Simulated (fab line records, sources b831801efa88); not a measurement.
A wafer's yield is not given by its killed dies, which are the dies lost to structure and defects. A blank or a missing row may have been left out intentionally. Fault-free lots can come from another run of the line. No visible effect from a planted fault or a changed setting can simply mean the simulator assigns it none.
A lot that was struck, set against a sound lot -- flow gf180mcu -- 17 steps out of a route of 602
Sound: wafers L862.2, L862.3, L862.4. Struck: wafer L853.3 (left out: L853.2, a lot-mate that was not struck); the cause follows at the end.
Order at every step that has rows: each side's tool, ch and its chambers, its first start. Under that, the readings that differ: sound wafers -- struck wafers -- difference of the means -- sigmas: that difference in standard deviations of wafers without a fault.
alike: same words and numbers on both sides, and readings whose means sit less than 2 such deviations apart. not compared: any withheld reading, any reading some wafer has no value for, any bound like >300 that may hide the same value, and any number with overlapping values for which the record gives no deviation.
A row with sigmas, a row that says differs or no value, or rows on one side alone: a step with any of these is where the two part. When numbers do not overlap yet have no deviation, they are printed without sigmas and do not part them. A reading that every wafer of one side lacks parts them only if that side has two wafers or more.

first, 4 steps without rows for these wafers: GF_M4_SOFTBAKE_10 (time 60 s); GF_M4_EXPOSE_11 (exposes mask Metal4, target cd 280 nm); GF_M4_PEB_12 (peb time 90 s); GF_M4_DEVELOP_13 (develop time 60 s).
GF_M4_CD_MEAS_14: the cd target is 280 nm.
  struck on cd_sem-02, day 27 11:37; sound on cd_sem-01, day 29 13:44
  alike: cd_nm
GF_M4_OVL_MEAS_15:
  struck on overlay-02, day 27 11:44; sound on overlay-02, day 29 13:51
  alike: M4_OVL
GF_M4_METAL_ETCH_16: etches the open film in Cl2/BCl3, stops on SiO2, target depth 750.8 nm, time 125.1 s.
  sound on rie_metal-01 ch 0, day 29 13:55; struck on rie_metal-04 ch 1, day 27 11:46
reading,sound,struck,difference,sigmas
throttle_valve_pct (%),28.233 28.255 28.229,28.216,-0.023,-2
  alike: drypump_motor_current_A, oes_product_au
  not compared: rf_hours_counter_h
GF_M4_STRIP_17: strips in O2/N2.
  sound on plasma_asher-01 ch 0,1, day 29 14:08; struck on plasma_asher-04 ch 0, day 27 11:53
reading,sound,struck,difference,sigmas
strip_time_to_endpoint_s (s),7.40 7.42 7.41,7.29,-0.12,-2
  alike: drypump_motor_current_A, heater_power_w, oes_product_au, platen_temp_c
  not compared: rf_hours_counter_h
then, 3 steps without rows for these wafers: GF_M4_STRIP_18 (strips in post etch residue remover, time 1200 s); GF_M4_CLEAN_19 (cleans in DIW); GF_V4_CVD_00 (deposits SiO2, target thk 600 nm, time 100 s).
GF_V4_THK_MEAS_01:
  struck on film_metro-01, day 27 12:31; sound on film_metro-01, day 29 14:45
  alike: V4_CVD_00_THK
GF_V4_CVD_02: deposits SiO2 from TEOS, target thk 850 nm, time 94.851 s.
  sound on pecvd-02 ch 0,1,2, day 29 14:48; struck on pecvd-03 ch 0, day 27 12:34
reading,sound,struck,difference,sigmas
model.SiO2_of_V4_CVD_02.thk_nm (nm),826.6 844.2 863.7,745,-100,
  alike: heater_power_w
GF_V4_THK_MEAS_03:
  struck on film_metro-03, day 27 12:38; sound on film_metro-03, day 29 14:53
reading,sound,struck,difference,sigmas
V4_CVD_02_THK (nm),827 844 863,744,-101,-8
GF_V4_CMP_04: polishes SiO2.
  sound on cmp-02 ch 1,2,3, day 29 14:59; struck on cmp-01 ch 1, day 27 12:44
reading,sound,struck,difference,sigmas
motor_current_A (A),10.6 14.6 14.5,9.9,-3.3,-2
slurry_flow_ml_min,149.5 150.0 149.7,151.3,+1.6,+3
time_to_endpoint_s (s),68 84 88,48,-32,-5
  alike: platen_rpm
GF_V4_BOW_MEAS_05:
  struck on film_metro-02, day 27 13:00; sound on film_metro-03, day 29 15:15
reading,sound,struck,difference,sigmas
V4_BOW (um),143 130 145,119,-20,-3
next, for these wafers, 1 step has no rows: GF_PASSIVATION_PROBE_99.

== WHERE THEY PART ==
First at GF_M4_METAL_ETCH_16; last, within this record, at GF_V4_BOW_MEAS_05.

WHY: what had been put in by the simulator
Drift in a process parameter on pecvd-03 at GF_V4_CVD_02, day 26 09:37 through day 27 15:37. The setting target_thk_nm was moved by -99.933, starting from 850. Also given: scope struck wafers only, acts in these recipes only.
